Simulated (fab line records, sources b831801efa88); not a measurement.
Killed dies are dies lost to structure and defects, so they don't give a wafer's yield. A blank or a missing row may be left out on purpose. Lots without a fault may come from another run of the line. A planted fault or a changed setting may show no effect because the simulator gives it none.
Problem report in the 8D (eight disciplines) form, filled by code | flow sky130 | the parts of the form that need people (team, actions taken, sign-off) are left out

1. THE PROBLEM
temp_c at SKY_FIELD_ISO_WET_ETCH_30 reads a mean of 41.75 C on 3 wafers of 1 lot; wafers without a fault read 25.00 C with a standard deviation of 0.12. That is +99 or more standard deviations from the usual mean.
The step: etches SiO2 in dHF, target depth 25 nm, time 50 s.
First seen on wafer L568.1, day 5 14:41, on wet_bench-01. The record holds 15 wafers of 5 lots with a number at this step. Rule for "out", or "out of limits": more than 4 standard deviations from the usual mean. The other wafers with a number count as sound.

2. WHAT IT IS AND WHAT IT IS NOT
question                    | is                         | is not
which readings at this step | temp_c, bath_heat_duty_pct | -
which lots                  | L568                       | L555, L556, L571, L575
which wafers of those lots  | all that have a number     | -
read on which tools         | wet_bench-01               | wet_bench-02
when                        | from day 5 14:41           | up to then (6 sound wafers); but 6 sound wafers of L571, L575 came after

3. SUSPECTS, AND WHAT RULES EACH OUT
Counting: a tool at a process step up to the reading stays a suspect if it ran every lot that is out and no sound lot after the first of them.
- cmp-01 at SKY_FIELD_ISO_CMP_27 (polishes, stops on Si3N4, t overpolish 16 s, target thk 457.8 nm): kept. It ran the lot that is out, L568 (day 5 13:19), and no sound lot after that; its last sound lot up to then is L555 (day 3 01:21).
- wet_bench-01 at SKY_FIELD_ISO_WET_ETCH_30 (etches SiO2 in dHF, target depth 25 nm, time 50 s): kept. It ran the lot that is out, L568 (day 5 14:41), and no sound lot after that; its last sound lot up to then is L555 (day 3 02:08). Its own readings are out on those wafers: bath_heat_duty_pct, temp_c.
Left after counting: cmp-01 at SKY_FIELD_ISO_CMP_27, wet_bench-01 at SKY_FIELD_ISO_WET_ETCH_30.

4. THE CAUSE (what the simulator had put in)
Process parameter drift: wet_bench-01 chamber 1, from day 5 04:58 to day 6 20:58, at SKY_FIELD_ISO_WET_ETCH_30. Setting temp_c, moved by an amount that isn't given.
Counting left 2 suspects, and this tool is among them.

5. THE CHAIN OF EFFECTS, in route order
Each row: a reading whose mean over the struck wafers that have a number lies more than 3 standard deviations from the usual. Only readings for which the record gives a usual standard deviation are gone through. hours: the time from each lot's start at the first step in this table that gives one to its start at this step, as a median over the lots. sigmas: the change in usual standard deviations.
hours | step                      | reading            | usual   | on struck wafers | change | sigmas
0     | SKY_FIELD_ISO_WET_ETCH_30 | bath_heat_duty_pct | 6.0 %   | 27.2             | +21.2  | +36
0     | SKY_FIELD_ISO_WET_ETCH_30 | temp_c             | 25.00 C | 41.75            | +16.75 | +99 or more
The process steps in it:
- SKY_FIELD_ISO_WET_ETCH_30: etches SiO2 in dHF, target depth 25 nm, time 50 s.
Later measuring or inspecting steps at which every struck wafer that the step has a row for has a number for every such reading, and none has moved that far: SKY_NWELL_THK_MEAS_02, SKY_DNWELL_TW_MEAS_09, SKY_PWDE_OVL_MEAS_07, SKY_PWDE_TW_MEAS_10.

6. WHAT WOULD HAVE CAUGHT IT SOONER
In this record the first reading out of limits was taken at day 5 14:41, 10 hours after the fault began at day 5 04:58.
